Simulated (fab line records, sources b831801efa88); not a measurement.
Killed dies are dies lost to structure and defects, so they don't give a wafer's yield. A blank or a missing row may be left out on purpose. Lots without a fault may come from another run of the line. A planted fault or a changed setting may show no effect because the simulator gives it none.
One fault seen from 2 desks | flow sky130 | each desk has only its own numbers; what lay behind them comes last

THE METROLOGY DESK
What the gauges read, lot by lot, whatever tool the lot ran on: means of the sampled wafers that have a number. A lot is out of limits, marked OUT, if its mean lies more than 4 standard deviations from the usual mean; the brackets give that distance.
Columns: A = SD_N_RS at SKY_SD_N_RS_MEAS_16, usual 68.59 ohm/sq
lot  | first seen here | A
L516 | day 28 12:20    | 68.62
L518 | day 29 06:57    | 68.52
L519 | day 29 23:33    | 68.50
L523 | day 31 05:49    | 68.54
L524 | day 31 17:53    | 68.68
L525 | day 31 21:12    | 68.63
L527 | day 32 07:25    | 68.36
L533 | day 34 03:40    | 68.54
L535 | day 34 15:19    | 70.14 (+13) OUT
L536 | day 35 03:26    | 70.00 (+12) OUT
L537 | day 35 12:36    | 68.72
This desk's finding: out of limits on L535, L536; first on L535, day 34 15:19 (SD_N_RS at SKY_SD_N_RS_MEAS_16). In limits: L516, L518, L519, L523, L524, L525, L527, L533, L537.

THE TOOL OWNER'S DESK: implanter-01
The tool's own readings at SKY_SD_N_IMPLANT_09: means of the sampled wafers that have a number, for each lot that ran on this tool. A lot is out of limits, marked OUT, if its mean lies more than 4 standard deviations from the usual mean; the brackets give that distance.
Columns: A = beam_energy_keV at SKY_SD_N_IMPLANT_09, usual 50.002
lot  | first seen here | A
L516 | day 28 11:40    | 50.010
L518 | day 29 06:16    | 49.999
L519 | day 29 22:52    | 50.010
L524 | day 31 17:13    | 49.982
L525 | day 31 20:13    | 50.003
L533 | day 34 02:58    | 50.004
L535 | day 34 14:38    | 50.000
L536 | day 35 02:45    | 50.014
This desk's finding: nothing out of limits on any of the 8 lots.

PUT TOGETHER
The metrology desk could have raised an alarm at day 34 15:19, on L535, L536.
The tool owner's desk saw nothing out of limits.
The tool owner's desk has L535, L536 on record, within its limits.
Of the lots named, all ran SKY_SD_N_IMPLANT_09 on implanter-01.

WHAT THE SIMULATOR HAD PUT IN
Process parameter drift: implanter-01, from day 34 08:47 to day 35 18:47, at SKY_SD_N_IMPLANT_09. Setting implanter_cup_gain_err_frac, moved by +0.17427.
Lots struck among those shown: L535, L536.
Hours from the fault's start to each desk's first reading out of limits: the metrology desk, 7.
